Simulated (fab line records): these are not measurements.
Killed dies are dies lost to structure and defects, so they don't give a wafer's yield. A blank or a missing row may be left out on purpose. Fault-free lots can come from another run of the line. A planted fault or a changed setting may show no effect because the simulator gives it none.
Which tool is to blame?	flow gf180mcu	7 lots, 21 wafers sampled, at 2 steps of a route of 602

== WHAT EACH GAUGE READ, for each wafer ==
GF_POLY_GATE_CD_MEAS_18.
lot	measured	on	cd nm (nm)
L767	day 9 12:07	cd sem-01	276.9 278.1 279.7
L770	day 10 10:54	cd sem-02	277.7 282.8 279.2
L773	day 11 10:42	cd sem-01	280.3 280.8 284.0
L776	day 12 07:20	cd sem-01	282.3 278.6 279.2
L778	day 13 04:35	cd sem-01	281.3 281.7 282.4
L786	day 15 10:46	cd sem-02	279.3 278.0 278.1
L789	day 16 08:29	cd sem-02	280.2 282.4 279.6

== TOOL THAT RAN EACH LOT (tool first, then ch and the chambers of the sampled wafers, then the start) ==
lot	GF_VT_IMPLANT_IMPLANT_30
L767	implanter-04 ch 0, day 7 01:43
L770	implanter-01 ch 0, day 7 21:00
L773	implanter-01 ch 0, day 8 20:30
L776	implanter-01 ch 0, day 9 14:59
L778	implanter-04 ch 0, day 10 08:52
L786	implanter-04 ch 0, day 12 11:16
L789	implanter-01 ch 0, day 13 06:24
- GF_VT_IMPLANT_IMPLANT_30

== THE ANSWER, worked out from the rows above alone ==
Rule: what is usual is taken from the lots themselves. Put in order of their means at a reading, lots are off if they are a third of the lots or fewer, leave a main group of 4 or more, and stand apart from it by a gap of 3 or more times the standard deviation of the main group's means; of several such gaps the widest counts. Not used: any main group whose means are identical at the precision the tables above print for the reading. A lot without any number at a reading at which 4 lots or more have one is off too. The other lots that the step has rows for count as sound.
No lot is off at any reading shown: from this, nothing can be told.

== WHAT THE SIMULATOR HAD INSERTED ==
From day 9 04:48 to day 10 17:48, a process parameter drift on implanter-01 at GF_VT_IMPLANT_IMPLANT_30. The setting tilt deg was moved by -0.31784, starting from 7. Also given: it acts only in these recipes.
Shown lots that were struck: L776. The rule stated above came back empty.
